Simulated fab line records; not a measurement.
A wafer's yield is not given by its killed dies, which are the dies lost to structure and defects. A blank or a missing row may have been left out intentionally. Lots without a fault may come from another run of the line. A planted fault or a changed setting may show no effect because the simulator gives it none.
Matching of chambers ; flow sky130 ; 4 sister chambers for SKY_VIA4_CMP_21 on cmp-02
The step polishes, stops on SiO2, t overpolish 25 s, target thk 0 nm. 16 wafers are shown with their chamber, then 8 later ones without.

WAFERS, EACH WITH ITS CHAMBER
wafer;chamber;motor_current_A (A);overpolish_run_s (s);time_to_endpoint_s (s)
L920.1;0;9.8;25.004;119
L920.3;1;10.2;25.005;112
L920.4;2;12.4;25.009;116
L931.1;3;11.2;25.011;124
L931.3;2;12.6;24.984;124
L931.6;3;12.2;24.992;121
L934.3;2;12.9;24.999;126
L934.5;2;13.7;24.985;122
L934.6;1;10.6;25.008;120
L936.3;2;12.6;24.982;120
L936.4;3;12.1;25.005;119
L936.6;0;9.7;25.000;123
L937.1;3;12.4;24.992;123
L937.5;3;11.8;24.998;125
L937.6;0;9.7;25.000;126
L939.3;1;9.8;25.003;118

SIGNATURES, as means of the wafers listed above
reading;chamber 0;chamber 1;chamber 2;chamber 3;scatter within a chamber
motor_current_A;9.733;10.200;12.840;11.940;0.433
overpolish_run_s;25.00133;25.00533;24.99180;24.99960;0.00842
time_to_endpoint_s;122.67;116.67;121.60;122.40;3.44
Rule: a wafer's distance from a chamber is the root of the sum, over the readings, of the square of ((its reading less the chamber's mean) divided by the reading's scatter). If the next closest chamber is less than 2 further off than the closest, the wafer can't be placed; otherwise it belongs to the closest. How the scatter is found: for the shown wafers, subtract from each reading the mean of its chamber, square and add these, divide the total by (wafers less chambers), then take the root.

WAFERS WHOSE CHAMBER IS MISSING
wafer;motor_current_A (A);overpolish_run_s (s);time_to_endpoint_s (s)
L939.5;12.7;25.000;123
L939.6;11.8;24.994;119
L940.2;12.4;24.989;120
L940.4;10.7;25.007;117
L940.6;10.3;24.995;117
L942.1;10.4;25.001;119
L942.3;11.6;25.005;126
L942.5;12.7;24.995;120

THE CHAMBER EACH PASSED THROUGH
wafer;from the rows above;in truth
L939.5;can't be placed: 2 or 3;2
L939.6;can't be placed: 3 or 2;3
L940.2;can't be placed: 2 or 3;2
L940.4;can't be placed: 1 or 0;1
L940.6;can't be placed: 1 or 0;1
L942.1;can't be placed: 1 or 0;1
L942.3;3;3
L942.5;can't be placed: 2 or 3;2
Correct placement for 1 of the 8. Cannot be placed on the basis of these rows: 7; the candidates contain the true chamber in 7. Placed wrongly: 0.
